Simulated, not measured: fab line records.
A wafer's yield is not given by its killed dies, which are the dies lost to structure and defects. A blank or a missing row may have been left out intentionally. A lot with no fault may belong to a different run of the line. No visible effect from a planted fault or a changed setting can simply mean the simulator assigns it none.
Problem report, 8D (eight disciplines) form, completed by code -- flow gf180mcu -- the parts of the form that need people (team, actions taken, sign-off) are left out

== 1. THE ISSUE ==
Wafers free of any fault read -0.4 nm (standard deviation 1.4) for TOP_METAL_OVL at GF_TOP_METAL_OVL_MEAS_15, against a mean of 127.4 nm on 6 wafers of 2 lots. Measured from the usual mean, that is +91 standard deviations.
First observed at day 33 00:11: wafer L631.2, on overlay-02. Wafers with a number at this step in the record: 36, from 12 lots. The rule behind "out" and "out of limits": a value lying over 4 standard deviations away from the usual mean. The other wafers with a number count as sound.

== 2. WHAT IT IS, WHAT IT ISN'T ==
question,is,is not
which readings at this step,TOP_METAL_OVL,-
which lots,"L631, L636","L613, L616, L617, L619, L622, L623, L624, L625, L628, L635"
which wafers of those lots,all that have a number,-
read on which gauges,"overlay-01, overlay-02",-
when,from day 33 00:11,up to then (27 sound wafers); but 3 sound wafers of L635 came after

== 3. WHAT RULES OUT EACH SUSPECT ==
Counting: a tool at any process step up to the reading remains a suspect when it ran all the lots that are out and ran no sound lot after the first of those.
- the gauge at GF_TOP_METAL_OVL_MEAS_15 has been ruled out. Those wafers that are out were read across 2 gauges (overlay-01, overlay-02).
- plasma-asher-03 at GF_M4_STRIP_17 (strips in O2/N2): ruled out as a lasting fault. Following L631 (day 29 01:15), the first lot on it that is out, the sound lots L635 were run on it.
- iline-stepper-01 at GF_TOP_METAL_EXPOSE_11 (exposes mask MetalTop, target cd 440 nm): kept. It processed each lot that is out, first L631 at day 32 16:29, and no sound lot thereafter; up to then, the last sound lot it processed was L628 at day 32 04:28.
Left after counting: iline-stepper-01 at GF_TOP_METAL_EXPOSE_11.

== 4. THE CAUSE (what the simulator had put in) ==
Scanner matching overlay: iline-stepper-01, from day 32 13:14 on, at GF_TOP_METAL_EXPOSE_11. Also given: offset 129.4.
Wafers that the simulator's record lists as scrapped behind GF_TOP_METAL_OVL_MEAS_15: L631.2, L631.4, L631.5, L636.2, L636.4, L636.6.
The count eliminated every tool but this one.

== 5. THE CHAIN OF EFFECTS, in route order ==
Each row: a reading where the mean over the struck wafers with a number is more than 3 standard deviations away from the usual. Scope: only readings with a usual standard deviation given in the record; hours: median across lots of the time from each lot's start at the first step in this table that gives one to its start at this step; sigmas: change in usual standard deviations.
hours,step,reading,usual,on struck wafers,change,sigmas
0,GF_TOP_METAL_OVL_MEAS_15,TOP_METAL_OVL,-0.4 nm,127.4,+127.8,+91

== 6. HOW IT WOULD HAVE BEEN CAUGHT EARLIER ==
In this record the first reading out of limits at a measuring or inspecting step was taken at day 33 00:11, 11 hours after the fault began at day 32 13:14.
Of the tool readings at GF_TOP_METAL_EXPOSE_11 for which the record gives a usual standard deviation, none was out on any struck wafer, so an alarm limit of 4 standard deviations on them would not have fired.
Of the lots that are out (2), L636 began GF_TOP_METAL_EXPOSE_11 on iline-stepper-01 after day 33 00:11. Holding the tool at that time would have saved it.
